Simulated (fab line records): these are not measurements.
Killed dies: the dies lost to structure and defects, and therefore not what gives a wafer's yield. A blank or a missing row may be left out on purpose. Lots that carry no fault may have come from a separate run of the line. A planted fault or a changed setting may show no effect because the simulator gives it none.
One fault seen from 2 desks -- flow gf180mcu -- what lay behind the numbers comes last; until then each desk has only its own

== METROLOGY DESK ==
What the gauges read, lot by lot, whatever tool the lot ran on: means of the sampled wafers that have a number. Marked OUT: a lot whose mean sits more than 4 standard deviations from the usual mean, which makes it out of limits; the brackets give that distance.
Columns: A = cd-nm at GF_POLY_GATE_CD_MEAS_18, usual 280.2 nm; B = HV_LDD_OVL at GF_HV_LDD_OVL_MEAS_08, usual -0.4 nm; C = NSD_RS at GF_PSD_RS_MEAS_14, usual 46.19 ohm/sq
lot,first seen here,A,B,C
L421,day 9 12:50,277.3,0.4,46.19
L422,day 9 19:01,280.1,-0.5,46.25
L423,day 10 06:48,280.7,0.0,46.15
L426,day 11 03:42,279.6,-1.1,46.24
L428,day 11 16:03,279.7,-1.2,46.26
L429,day 12 01:16,280.9,-1.5,46.21
L435,day 13 21:56,281.4,-0.4,47.70 (+16) OUT
L436,day 14 00:44,278.5,0.4,47.68 (+16) OUT
L437,day 14 06:37,278.2,1.3,46.30
L438,day 14 15:23,280.3,1.3,46.22
L440,day 15 08:20,280.2,1.1,46.14
L443,day 16 07:24,281.8,-0.6,46.26
This desk reports L435, L436 out of limits; the earliest was L435 at day 19 16:21 (NSD_RS at GF_PSD_RS_MEAS_14). L421, L422, L423, L426, L428, L429, L437, L438, L440, L443: within limits.

== FOR THE TOOL OWNER'S DESK: implanter-04 ==
For each lot that ran on this tool, the mean over its sampled wafers that have a number, from the tool's own readings at GF_NSD_IMPLANT_10. Marked OUT: a lot whose mean sits more than 4 standard deviations from the usual mean, which makes it out of limits; the brackets give that distance.
Columns: A = beam-energy-keV at GF_NSD_IMPLANT_10, usual 39.999; B = tilt-deg at GF_NSD_IMPLANT_10, usual 7.002 degrees
lot,first seen here,A,B
L421,day 13 15:41,40.014,7.010
L423,day 14 14:17,39.988,6.989
L426,day 15 11:40,39.985,6.980
L428,day 16 00:52,39.997,6.986
L435,day 18 15:18,39.992,7.011
L436,day 18 18:22,40.002,7.020
Result from this desk: across the 6 lots, nothing is out of limits.

== BROUGHT TOGETHER ==
The metrology desk could have raised an alarm at day 19 16:21, on L435, L436.
Nothing out of limits was seen by the tool owner's desk.
On record at the tool owner's desk: L435, L436, within its limits.
Of the lots named, all ran GF_NSD_IMPLANT_10 on implanter-04.

== WHAT HAD BEEN PUT IN BY THE SIMULATOR ==
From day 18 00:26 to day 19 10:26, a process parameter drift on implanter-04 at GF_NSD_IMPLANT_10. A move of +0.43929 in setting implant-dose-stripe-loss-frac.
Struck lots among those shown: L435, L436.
Delay in hours, fault start to first out-of-limits reading, per desk: metrology desk 40.
